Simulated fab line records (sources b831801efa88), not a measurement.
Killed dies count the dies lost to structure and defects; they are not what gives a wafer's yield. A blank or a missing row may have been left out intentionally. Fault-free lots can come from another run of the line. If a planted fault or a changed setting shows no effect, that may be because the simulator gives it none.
fab line records	flow sky130
[record] lots = 6	wafers = 18	last-day = 50
route steps=708 shown VIA2@516 METAL3@532 PAD_OPEN@708
lots with no fault: from the same line, run without faults
start-h: hours from the record's first day to the start of the lot's first wafer shown	wait-h: hours since the lot's step before	" unchanged from the row above	L1.1+2: several wafers, shown together as one row	- no value, or no start given	* or withheld: withheld	< > ~ a bound
route shown NAME@n: NAME is a module with steps in the file, n the number in the route of the first one	usual: average and standard deviation across the fault-free wafers	same: alike in all rows	chamber/n: place in a boat	sites: each site's reading	_std_site: the values' standard deviation	_edge_site: the outer-site mean with the inner-site mean subtracted	radius-mm: how far each site lies from the wafer's centre	mask NAME#n: copy n	behind: the tool/chamber that last shaped the wafer	hold: cause of the lot's hold/its duration in hours/its outcome	device: which transistor (n, p or np) failed to switch	end of line: the same wafers' tests at the end of the route	step lacking rows: just its recipe	killed: dies that structure and defects cost at the first sort, which is not the same as the wafer's yield	map: a wafer's dies, marking killed ones x, the rest . and places with no die _
set.NAME: the setting as run; set.NAME@STEP: as run at that earlier step	model.NAME: the simulator's own value behind a step, which no gauge read
certain route steps with their lots: each step a table, each wafer a row
services: from which hour (start-h, from the record's first day; less than 0 if before it) a tool's chamber was out of use, for how many hours, and why
[[steps]]
[step SKY_VIA2_EXPOSE_09]
[recipe] mask-id = VIM2	na = 0.8	source-shape = annular	sigma-inner = 0.55	sigma-outer = 0.85	target-cd-nm = 200	dose-mj = 38
[step SKY_VIA2_PEB_10]
[recipe] peb-temp-c = withheld	peb-time-s = withheld	resist = KrF-thick
[step SKY_VIA2_DEVELOP_11]
[recipe] develop-time-s = 60	resist = KrF-thick	dev-temp-c = 21
[step SKY_VIA2_CD_MEAS_12]
[recipe] target-cd-nm = 200
[usual] cd-nm = 200.4/1.5
lot.wafer	tool	chamber	start-h	wait-h	cd-nm
L283.1	cd-sem-01	-	835.03	-	200.2
L283.5	"	-	"	"	198.0
L283.6	"	-	"	"	200.4
L293.1	cd-sem-02	-	921.62	-	202.1
L293.4	"	-	"	"	200.3
L293.5	"	-	"	"	202.7
L294.2	cd-sem-01	-	928.59	-	201.2
L294.5	"	-	"	"	201.8
L294.6	"	-	"	"	202.7
L296.1	cd-sem-01	-	943.71	-	200.9
L296.2	"	-	"	"	202.7
L296.5	"	-	"	"	200.5
L299.3	cd-sem-01	-	967.11	-	198.2
L299.4	"	-	"	"	197.3
L299.5	"	-	"	"	197.6
L306.1	cd-sem-01	-	1011.07	-	200.3
L306.5	"	-	"	"	199.6
L306.6	"	-	"	"	201.0
[step SKY_VIA2_OVL_MEAS_13]
[usual] VIA2_OVL = 8/5.1
lot.wafer	tool	chamber	start-h	wait-h	VIA2_OVL[nm]
L283.1	overlay-01	-	835.15	0.1	6
L283.5	"	-	"	"	5
L283.6	"	-	"	"	12
L293.1	overlay-01	-	921.74	0.1	13
L293.4	"	-	"	"	13
L293.5	"	-	"	"	13
L294.2	overlay-01	-	928.69	0.1	-13
L294.5	"	-	"	"	4
L294.6	"	-	"	"	6
L296.1	overlay-01	-	943.83	0.1	8
L296.2	"	-	"	"	7
L296.5	"	-	"	"	2
L299.3	overlay-01	-	967.20	0.1	-1
L299.4	"	-	"	"	13
L299.5	"	-	"	"	13
L306.1	overlay-02	-	1011.19	0.1	5
L306.5	"	-	"	"	7
L306.6	"	-	"	"	10
[step SKY_VIA2_ETCH_14]
[recipe] chemistry = N2/H2	target = BARC	ion-energy-ev = 200	source-w = 500	bias-w = 100	pressure-mtorr = 30	n2-flow-sccm = 100	h2-flow-sccm = 200	stop-on = SiO2	time-s = 45.9	target-depth-a = 600
[usual] drypump-motor-current-A = 5.6/0.38	oes-product-au = 0.858/0.0042	throttle-valve-pct = 13.226/0.0091
lot.wafer	tool	chamber	start-h	wait-h	drypump-motor-current-A	oes-product-au	rf-hours-counter-h	throttle-valve-pct
L283.1	rie-diel-04	2	835.19	0.0	6.0	0.867	5	13.225
L283.5	"	2	"	"	6.0	0.850	-	13.214
L283.6	"	3	"	"	6.0	0.863	-	13.223
L293.1	rie-diel-02	1	921.78	0.0	5.1	0.862	11	13.209
L293.4	"	3	"	"	6.2	0.863	21	13.206
L293.5	"	3	"	"	6.2	0.863	-	13.242
L294.2	rie-diel-04	2	928.72	0.0	6.0	0.859	7	13.229
L294.5	"	1	"	"	5.0	0.853	-	13.220
L294.6	"	2	"	"	6.0	0.859	-	13.234
L296.1	rie-diel-02	1	943.87	0.0	5.1	0.857	12	13.221
L296.2	"	0	"	"	5.5	0.857	13	13.229
L296.5	"	0	"	"	5.5	0.853	-	13.221
L299.3	rie-diel-01	0	967.22	0.0	5.8	0.859	3	13.232
L299.4	"	2	"	"	5.3	0.856	11	13.226
L299.5	"	2	"	"	5.3	0.856	-	13.228
L306.1	rie-diel-02	2	1011.22	0.0	5.2	0.854	22	13.239
L306.5	"	0	"	"	5.5	0.860	-	13.231
L306.6	"	1	"	"	5.1	0.862	-	13.230
[step SKY_VIA2_ETCH_15]
[recipe] target = SiO2	chemistry = C4F8/O2/Ar	target-depth-nm = 546	stop-on = TiN	mask-material = KrF-thick	source-w = 1500	bias-w = 1200	pressure-mtorr = 40	c4f8-flow-sccm = withheld	O2_flow_sccm = 6	Ar_flow_sccm = 300	time-s = 84
[usual] oes-product-au = 0.939/0.0049
lot.wafer	tool	chamber	start-h	wait-h	oes-product-au	rf-hours-counter-h
L283.1	rie-diel-04	2	835.23	0.0	0.943	5
L283.5	"	2	"	"	0.944	-
L283.6	"	3	"	"	0.934	-
L293.1	rie-diel-02	1	921.82	0.0	0.944	11
L293.4	"	3	"	"	0.938	21
L293.5	"	3	"	"	0.940	-
L294.2	rie-diel-04	2	928.76	0.0	0.942	7
L294.5	"	1	"	"	0.935	-
L294.6	"	2	"	"	0.929	-
L296.1	rie-diel-02	1	943.91	0.0	0.941	12
L296.2	"	0	"	"	0.940	13
L296.5	"	0	"	"	0.941	-
L299.3	rie-diel-01	0	967.26	0.0	0.937	3
L299.4	"	2	"	"	0.940	11
L299.5	"	2	"	"	0.936	-
L306.1	rie-diel-02	2	1011.26	0.0	0.940	22
L306.5	"	0	"	"	0.933	-
L306.6	"	1	"	"	0.945	-
[step SKY_VIA2_STRIP_16]
[recipe] chemistry = O2/N2	power-w = 1400	pressure-mtorr = 1500	platen-temp-c = withheld	o2-flow-sccm = 3000	n2-flow-sccm = 300	overash-fraction = 0.5
[usual] drypump-motor-current-A = 5.9/0.43	oes-product-au = 0.399/0.0047	strip-time-to-endpoint-s = 4.06/0.037
lot.wafer	tool	chamber	start-h	wait-h	drypump-motor-current-A	oes-product-au	rf-hours-counter-h	strip-time-to-endpoint-s
L283.1	plasma-asher-03	0	835.30	0.0	6.2	0.406	10	4.10
L283.5	"	0	"	"	6.2	0.398	-	4.12
L283.6	"	1	"	"	6.2	0.396	-	4.05
L293.1	plasma-asher-02	1	921.88	0.0	5.2	0.400	49	4.05
L293.4	"	1	"	"	5.1	0.408	-	4.09
L293.5	"	0	"	"	5.8	0.404	-	4.11
L294.2	plasma-asher-02	1	928.83	0.0	5.1	0.400	50	4.11
L294.5	"	1	"	"	5.1	0.395	-	4.04
L294.6	"	0	"	"	5.9	0.404	-	4.10
L296.1	plasma-asher-03	1	943.97	0.0	6.2	0.394	22	4.02
L296.2	"	0	"	"	6.2	0.401	22	4.08
L296.5	"	1	"	"	6.2	0.405	-	4.11
L299.3	plasma-asher-03	0	967.36	0.1	6.2	0.402	-	4.05
L299.4	"	1	"	"	6.2	0.402	-	4.02
L299.5	"	1	"	"	6.2	0.394	-	4.02
L306.1	plasma-asher-02	0	1011.33	0.0	5.9	0.401	58	4.06
L306.5	"	0	"	"	5.9	0.402	-	4.10
L306.6	"	1	"	"	5.1	0.395	-	4.01
[step SKY_VIA2_STRIP_17]
[recipe] chemistry = post-etch-residue-remover	time-s = 1200	temp-c = 72.5
[step SKY_VIA2_CLEAN_18]
[recipe] chemistry = IPA	time-s = 180	temp-c = 25
[step SKY_VIA2_CLEAN_19]
[recipe] chemistry = O3/DIW	dry = n2-spin
[step SKY_VIA2_SPUTTER_20]
[recipe] material = TiN	target-thk-nm = 20	chamber-pressure-pa = 5	power-w = 4000	time-s = 80
[usual] throttle-valve-pct = 29.9/0.83
lot.wafer	tool	chamber	start-h	wait-h	throttle-valve-pct
L283.1	pvd-sputter-02	-	835.89	0.0	30.7
L283.5	"	-	"	"	29.6
L283.6	"	-	"	"	31.0
L293.1	pvd-sputter-01	-	922.48	0.0	29.5
L293.4	"	-	"	"	28.7
L293.5	"	-	"	"	28.5
L294.2	pvd-sputter-02	-	929.42	0.0	31.0
L294.5	"	-	"	"	31.2
L294.6	"	-	"	"	30.7
L296.1	pvd-sputter-03	-	944.91	0.0	31.0
L296.2	"	-	"	"	30.6
L296.5	"	-	"	"	30.6
L299.3	pvd-sputter-01	-	967.92	0.0	28.4
L299.4	"	-	"	"	29.5
L299.5	"	-	"	"	28.4
L306.1	pvd-sputter-02	-	1011.93	0.0	29.1
L306.5	"	-	"	"	29.6
L306.6	"	-	"	"	29.0
[step SKY_VIA2_CVD_21]
[recipe] material = W	target-thk-nm = 420	time-s = 126.4	temp-c = 400	pressure-torr = 40
[usual] heater-power-w = 773/37	susceptor-temp-C = 400.05/0.19
lot.wafer	tool	chamber	start-h	wait-h	heater-power-w	susceptor-temp-C	model.W_of_VIA2_CVD_21.thk-nm
L283.1	cvd-w-01	1	835.95	0.0	833	400.09	417.9
L283.5	"	1	"	"	837	400.13	416.5
L283.6	"	0	"	"	812	400.09	421.9
L293.1	cvd-w-02	1	922.54	0.0	750	400.04	415.4
L293.4	"	1	"	"	751	400.11	415.6
L293.5	"	1	"	"	739	400.11	417.7
L294.2	cvd-w-02	1	929.48	0.0	768	407.25	473
L294.5	"	1	"	"	756	406.86	476.9
L294.6	"	0	"	"	851	407.24	472.9
L296.1	cvd-w-02	0	944.97	0.0	814	407.24	469
L296.2	"	1	"	"	753	406.92	467.7
L296.5	"	0	"	"	826	407.19	465.7
L299.3	cvd-w-01	1	968.02	0.1	755	400.13	420.9
L299.4	"	0	"	"	765	400.01	430.1
L299.5	"	1	"	"	754	400.13	418.2
L306.1	cvd-w-01	1	1011.99	0.0	766	400.61	419.4
L306.5	"	1	"	"	753	400.30	421.2
L306.6	"	0	"	"	760	399.97	424
[step SKY_VIA2_RS_MEAS_22]
[recipe] thk-meas-gauge = four-point-probe	reads = W_of_VIA2_CVD_21+TiN_of_VIA2_SPUTTER_20
[usual] VIA2_W_RS = 0.276/0.0035
lot.wafer	tool	chamber	start-h	wait-h	VIA2_W_RS[ohm/sq]
L283.1	film-metro-02	-	836.08	0.1	0.274
L283.5	"	-	"	"	0.276
L283.6	"	-	"	"	0.272
L293.1	film-metro-02	-	922.67	0.1	0.276
L293.4	"	-	"	"	0.277
L293.5	"	-	"	"	0.275
L294.2	film-metro-02	-	929.63	0.1	0.242
L294.5	"	-	"	"	0.240
L294.6	"	-	"	"	0.243
L296.1	film-metro-03	-	945.10	0.1	0.244
L296.2	"	-	"	"	0.245
L296.5	"	-	"	"	0.246
L299.3	film-metro-03	-	968.15	0.1	0.272
L299.4	"	-	"	"	0.267
L299.5	"	-	"	"	0.275
L306.1	film-metro-01	-	1012.12	0.1	0.272
L306.5	"	-	"	"	0.272
L306.6	"	-	"	"	0.270
[step SKY_VIA2_THK_MEAS_23]
[recipe] thk-meas-gauge = xrf	reads = W_of_VIA2_CVD_21
[usual] VIA2_W_THK = 415/6.3
lot.wafer	tool	chamber	start-h	wait-h	VIA2_W_THK[nm]
L283.1	film-metro-02	-	836.20	0.1	416
L283.5	"	-	"	"	415
L283.6	"	-	"	"	420
L293.1	film-metro-02	-	922.79	0.1	413
L293.4	"	-	"	"	413
L293.5	"	-	"	"	414
L294.2	film-metro-02	-	929.74	0.1	468
L294.5	"	-	"	"	472
L294.6	"	-	"	"	472
L296.1	film-metro-03	-	945.22	0.1	483
L296.2	"	-	"	"	482
L296.5	"	-	"	"	480
L299.3	film-metro-03	-	968.25	0.1	424
L299.4	"	-	"	"	432
L299.5	"	-	"	"	426
L306.1	film-metro-01	-	1012.24	0.1	408
L306.5	"	-	"	"	413
L306.6	"	-	"	"	416
[step SKY_VIA2_CMP_24]
[recipe] stop-on = SiO2	t-overpolish-s = 20	down-force-psi = 3.5	platen-rpm = 60	target-thk-nm = 0	pad-velocity-m-s = 0.94248
[usual] head-pressure-psi = 3.500/0.0079	motor-current-A = 11.6/1.2	time-to-endpoint-s = 99/4.9
lot.wafer	tool	chamber	start-h	wait-h	head-pressure-psi	motor-current-A	time-to-endpoint-s
L283.1	cmp-02	3	836.36	0.1	3.508	11.7	97
L283.6	"	1	"	"	3.507	10.8	105
L283.5	"	2	"	"	3.499	12.1	105
L293.4	cmp-02	0	922.90	0.1	3.514	11.0	108
L293.1	"	2	"	"	3.495	12.1	106
L293.5	"	3	"	"	3.499	11.9	99
L294.2	cmp-02	1	929.79	0.0	3.507	11.3	115
L294.6	"	1	"	"	3.512	11.2	116
L294.5	"	2	"	"	3.485	12.2	118
L296.2	cmp-02	0	945.28	0.0	3.502	11.9	125
L296.1	"	3	"	"	3.489	11.3	110
L296.5	"	0	"	"	3.496	11.2	125
L299.4	cmp-02	0	968.39	0.1	3.502	11.3	106
L299.3	"	1	"	"	3.511	10.8	101
L299.5	"	2	"	"	3.504	12.0	103
L306.1	cmp-01	0	1012.45	0.2	3.497	11.1	94
L306.5	"	1	"	"	3.503	10.9	102
L306.6	"	2	"	"	3.496	10.5	103
[step SKY_METAL3_SPUTTER_00]
[recipe] material = Ti	target-thk-nm = 15	power-w = 3000	time-s = 10	chamber-pressure-pa = 0.4
[usual] throttle-valve-pct = 30.0/1.1
lot.wafer	tool	chamber	start-h	wait-h	throttle-valve-pct
L283.1	pvd-sputter-04	-	836.56	0.1	29.3
L283.5	"	-	"	"	29.3
L283.6	"	-	"	"	28.2
L293.1	pvd-sputter-04	-	923.15	0.1	29.5
L293.4	"	-	"	"	32.1
L293.5	"	-	"	"	28.5
L294.2	pvd-sputter-04	-	930.09	0.2	28.4
L294.5	"	-	"	"	29.4
L294.6	"	-	"	"	29.4
L296.1	pvd-sputter-04	-	945.58	0.1	29.7
L296.2	"	-	"	"	32.0
L296.5	"	-	"	"	31.8
L299.3	pvd-sputter-02	-	968.59	0.1	30.7
L299.4	"	-	"	"	29.8
L299.5	"	-	"	"	29.1
L306.1	pvd-sputter-03	-	1012.60	0.1	31.1
L306.5	"	-	"	"	30.5
L306.6	"	-	"	"	29.1
[step SKY_PAD_OPEN_PROBE_99]
[usual] defect-limited-yield = 82.9/2	killed_at_M0_to_M3 = 43/7	killed_at_M4_up = 3.0/1.9	killed-at-contacts = 24/4.6	killed-at-front-end = 15/4.1	killed-at-other = 0.3/0.52	killed-dies = 84/9.7	killed-open = 46/6.9	killed-short = 38/6.8	sort_bin_3_pad_short = 0.8/0.41	sort_bin_5_function = 10.2/1.5	sort_bin_6_memory = 6.1/1.1	sort_bin_8_speed = 0.00/0.017	sort-n-pass = 408/9.7	sort-yield-pct = 82.9/2
[same] gross-dies = 492	killed-at-back-side = 0	sort_bin_4_leakage[%] = 0
lot.wafer	tool	chamber	start-h	wait-h	defect-limited-yield[%]	killed_at_M0_to_M3	killed_at_M4_up	killed-at-contacts	killed-at-front-end	killed-at-other	killed-dies	killed-open	killed-short	sort_bin_3_pad_short[%]	sort_bin_5_function[%]	sort_bin_6_memory[%]	sort_bin_8_speed[%]	sort-n-pass	sort-yield-pct[%]
L283.1	prober-01	-	1066.08	0.1	82.7	37	1	25	22	0	85	46	39	1.2	8.7	7.3	0	407	82.7
L283.5	prober-01	-	1066.28	0.2	83.7	44	1	23	12	0	80	41	38	0.4	8.9	6.9	0	412	83.7
L283.6	prober-01	-	1066.33	0.2	81.9	40	3	29	17	0	89	54	35	0.4	9.8	7.9	0	403	81.9
L293.1	prober-01	-	1133.78	0.1	82.7	48	1	25	11	0	85	50	35	1.2	11.0	5.1	0	407	82.7
L293.4	prober-01	-	1133.93	0.2	87.2	25	3	25	10	0	63	38	25	0	8.3	4.5	0	429	87.2
L293.5	prober-01	-	1133.98	0.2	80.9	46	8	27	13	0	94	47	47	0.6	12.6	5.9	0	398	80.9
L294.2	prober-01	-	1138.93	0.1	84.3	43	2	20	12	0	77	43	34	0.6	9.6	5.5	0	415	84.3
L294.5	prober-01	-	1139.08	0.2	80.7	51	4	27	13	0	95	50	42	0.4	13.2	5.7	0.20	396	80.5
L294.6	prober-01	-	1139.13	0.2	83.9	46	4	20	8	1	79	44	35	0.6	8.3	7.1	0	413	83.9
L296.1	prober-01	-	1150.93	0.1	82.1	41	9	26	11	1	88	41	46	0.6	12.2	5.1	0	404	82.1
L296.2	prober-01	-	1150.98	0.1	79.7	50	5	33	12	0	100	46	54	1.0	12.0	7.3	0	392	79.7
L296.5	prober-01	-	1151.13	0.2	81.7	46	2	24	17	1	90	44	45	0.6	12.4	5.3	0	402	81.7
L299.3	prober-02	-	1168.08	0.2	87.0	31	2	23	8	0	64	37	26	0.4	7.7	4.9	0	428	87.0
L299.4	prober-02	-	1168.13	0.2	80.9	55	2	26	10	1	94	52	42	0.6	10.2	8.3	0	398	80.9
L299.5	prober-02	-	1168.18	0.2	82.1	49	2	21	16	0	88	43	44	0.8	10.4	6.7	0	404	82.1
L306.1	prober-01	-	1197.08	0.1	82.1	56	5	16	11	0	88	38	50	1.8	10.2	5.9	0	404	82.1
L306.5	prober-01	-	1197.28	0.2	79.1	54	2	25	21	1	103	61	42	0.8	12.0	8.1	0	389	79.1
L306.6	prober-01	-	1197.33	0.2	80.7	41	8	22	24	0	95	38	57	1.4	11.6	6.3	0	397	80.7
// killed by level:class
L283.1 VIA1:geometric-particle:open=11 CONTACT:geometric-particle:open=9 CONTACT:geometric-particle:short=7 VIA1:geometric-particle:short=7 LI_CONTACT:geometric-particle:open=6 VIA3:geometric-particle:open=6 FIELD_ISO:geometric-particle:short=5 POLY_GATE:geometric-particle:short=4
L283.5 VIA1:geometric-particle:open=16 POLY_GATE:geometric-particle:short=6 LOCAL_INTERCONNECT:geometric-particle:short=6 CONTACT:geometric-particle:open=6 METAL1:geometric-particle:short=6 CONTACT:geometric-particle:short=5 VIA2:geometric-particle:open=5 VIA3:geometric-particle:open=5
L283.6 CONTACT:geometric-particle:open=11 LI_CONTACT:geometric-particle:open=9 VIA1:geometric-particle:open=9 METAL2:geometric-particle:short=7 VIA2:geometric-particle:open=5 LOCAL_INTERCONNECT:geometric-particle:short=5 VIA3:geometric-particle:open=5 POLY_GATE:geometric-particle:open=4
L293.1 VIA1:geometric-particle:open=12 LI_CONTACT:geometric-particle:open=10 METAL2:geometric-particle:short=8 VIA2:geometric-particle:open=7 CONTACT:geometric-particle:open=6 LOCAL_INTERCONNECT:geometric-particle:short=4 METAL1:geometric-particle:short=4 VIA3:geometric-particle:short=4
L293.4 CONTACT:geometric-particle:open=10 VIA1:geometric-particle:open=8 VIA3:geometric-particle:open=7 FIELD_ISO:geometric-particle:short=4 LI_CONTACT:geometric-particle:short=4 LI_CONTACT:geometric-particle:open=4 CONTACT:geometric-particle:short=4 VIA1:geometric-particle:short=3
L293.5 CONTACT:geometric-particle:open=9 VIA1:geometric-particle:open=9 VIA3:geometric-particle:open=9 CONTACT:geometric-particle:short=8 METAL2:geometric-particle:short=6 METAL3:geometric-particle:short=6 METAL4:geometric-particle:short=5 LI_CONTACT:geometric-particle:open=4
L294.2 VIA2:geometric-particle:open=8 CONTACT:geometric-particle:open=7 VIA3:geometric-particle:open=7 METAL2:geometric-particle:short=6 LI_CONTACT:geometric-particle:open=5 VIA1:geometric-particle:open=5 FIELD_ISO:geometric-particle:short=4 LI_CONTACT:geometric-particle:short=4
L294.5 VIA1:geometric-particle:open=10 CONTACT:geometric-particle:open=9 VIA3:geometric-particle:open=8 METAL1:geometric-particle:short=7 LI_CONTACT:geometric-particle:open=7 LOCAL_INTERCONNECT:geometric-particle:short=6 METAL2:geometric-particle:short=6 VIA2:geometric-particle:short=5
L294.6 VIA1:geometric-particle:open=10 VIA2:geometric-particle:open=9 VIA3:geometric-particle:open=7 LI_CONTACT:geometric-particle:open=6 LI_CONTACT:geometric-particle:short=4 METAL1:geometric-particle:open=4 LOCAL_INTERCONNECT:geometric-particle:short=4 CONTACT:geometric-particle:open=4
L296.1 VIA1:geometric-particle:open=11 METAL2:geometric-particle:short=8 METAL4:geometric-particle:short=7 LOCAL_INTERCONNECT:geometric-particle:short=7 CONTACT:geometric-particle:short=7 LI_CONTACT:geometric-particle:open=5 CONTACT:geometric-particle:open=5 VIA3:geometric-particle:open=5
L296.2 METAL2:geometric-particle:short=9 CONTACT:geometric-particle:short=9 VIA2:geometric-particle:open=8 VIA1:geometric-particle:open=8 LI_CONTACT:geometric-particle:open=7 CONTACT:geometric-particle:open=7 VIA3:geometric-particle:open=7 LOCAL_INTERCONNECT:geometric-particle:short=6
L296.5 VIA1:geometric-particle:short=15 LI_CONTACT:geometric-particle:open=10 VIA2:geometric-particle:open=8 VIA1:geometric-particle:open=7 FIELD_ISO:geometric-particle:open=6 METAL2:geometric-particle:short=6 CONTACT:geometric-particle:open=5 POLY_GATE:geometric-particle:short=4
L299.3 VIA1:geometric-particle:open=10 VIA2:geometric-particle:open=8 LI_CONTACT:geometric-particle:open=7 CONTACT:geometric-particle:open=7 METAL1:geometric-particle:short=4 CONTACT:geometric-particle:short=4 FIELD_ISO:geometric-particle:short=3 POLY_GATE:geometric-particle:short=3
L299.4 VIA1:geometric-particle:open=14 LI_CONTACT:geometric-particle:open=11 VIA2:geometric-particle:open=11 METAL1:geometric-particle:short=9 CONTACT:geometric-particle:open=8 VIA2:geometric-particle:short=7 POLY_GATE:geometric-particle:short=4 CONTACT:geometric-particle:short=4
L299.5 VIA1:geometric-particle:open=9 FIELD_ISO:geometric-particle:short=8 CONTACT:geometric-particle:open=8 METAL1:geometric-particle:short=8 VIA2:geometric-particle:open=8 VIA1:geometric-particle:short=7 LOCAL_INTERCONNECT:geometric-particle:short=4 VIA3:geometric-particle:short=4
L306.1 METAL2:geometric-particle:short=11 VIA1:geometric-particle:short=10 VIA2:geometric-particle:open=10 VIA1:geometric-particle:open=8 CONTACT:geometric-particle:open=5 FIELD_ISO:geometric-particle:short=4 LOCAL_INTERCONNECT:geometric-particle:short=4 VIA2:geometric-particle:short=4
L306.5 CONTACT:geometric-particle:open=11 VIA1:geometric-particle:open=11 VIA3:geometric-particle:open=10 METAL2:geometric-particle:short=8 LI_CONTACT:geometric-particle:open=6 VIA1:geometric-particle:short=6 METAL1:geometric-particle:short=6 POLY_GATE:geometric-particle:open=5
L306.6 METAL1:geometric-particle:short=8 FIELD_ISO:geometric-particle:short=7 POLY_GATE:geometric-particle:short=7 METAL4:geometric-particle:short=7 METAL2:geometric-particle:short=6 CONTACT:geometric-particle:open=6 VIA1:geometric-particle:short=6 VIA1:geometric-particle:open=6
[[services]]
tool	chamber	start-h	hours	kind
rie-diel-04	2	817.88	3.1	repair
pvd-sputter-04	-	822.14	5.7	repair
rie-diel-04	1	830.27	5.6	repair
rie-diel-01	-	843.52	0.6	repair
rie-diel-04	-	853.79	0.7	repair
rie-diel-01	0	879.78	6.4	repair
rie-diel-04	3	890.81	4.7	repair
rie-diel-01	1	891.64	2.4	repair
cmp-02	-	894.87	0.9	repair
pvd-sputter-01	-	900.60	3.3	repair
cvd-w-01	-	904.00	14.0	pm
rie-diel-02	1	909.36	8.2	repair
rie-diel-01	1	934.91	21.7	repair
pvd-sputter-02	-	937.96	15.0	repair
rie-diel-04	1	940.00	5.6	repair
cmp-02	-	951.13	0.7	repair
rie-diel-02	3	975.16	3.4	repair
cvd-w-01	0	977.90	3.7	repair
rie-diel-04	3	986.26	12.3	repair
pvd-sputter-03	-	987.66	2.1	repair
plasma-asher-03	-	987.77	14.6	pm
cmp-02	-	989.56	0.9	repair
rie-diel-02	-	998.45	2.8	pm
rie-diel-04	2	1007.67	28.8	repair
[[key]]
[first-sign] step = SKY_VIA2_CVD_21	reading = susceptor-temp-C	direction = up	sigmas = 37	usual = *	struck = *
[effect] step = SKY_VIA2_RS_MEAS_22	reading = VIA2_W_RS	direction = down	sigmas = 9.3	usual = 0.276	struck = 0.243
[effect] step = SKY_VIA2_THK_MEAS_23	reading = VIA2_W_THK	direction = up	sigmas = 9.8	usual = 415	struck = 476
[effect] step = SKY_VIA2_CMP_24	reading = time-to-endpoint-s	direction = up	sigmas = 3.9	usual = *	struck = *
[model-effect] step = SKY_VIA2_CVD_21	value = W_of_VIA2_CVD_21.thk-nm	without = 414.9	struck = 470.9
met-at SKY_VIA2_CVD_21
struck-wafers L294.2,L294.5,L294.6,L296.1,L296.2,L296.5
onset-between 922.54 929.48
[fault] kind = process-parameter-drift	tool = cvd-w-02	chamber = -	onset-h = 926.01	steps = SKY_VIA2_CVD_21	channel = temp-c	offset = *	shape = step	end-h = 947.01	acts-in = *	stated = *
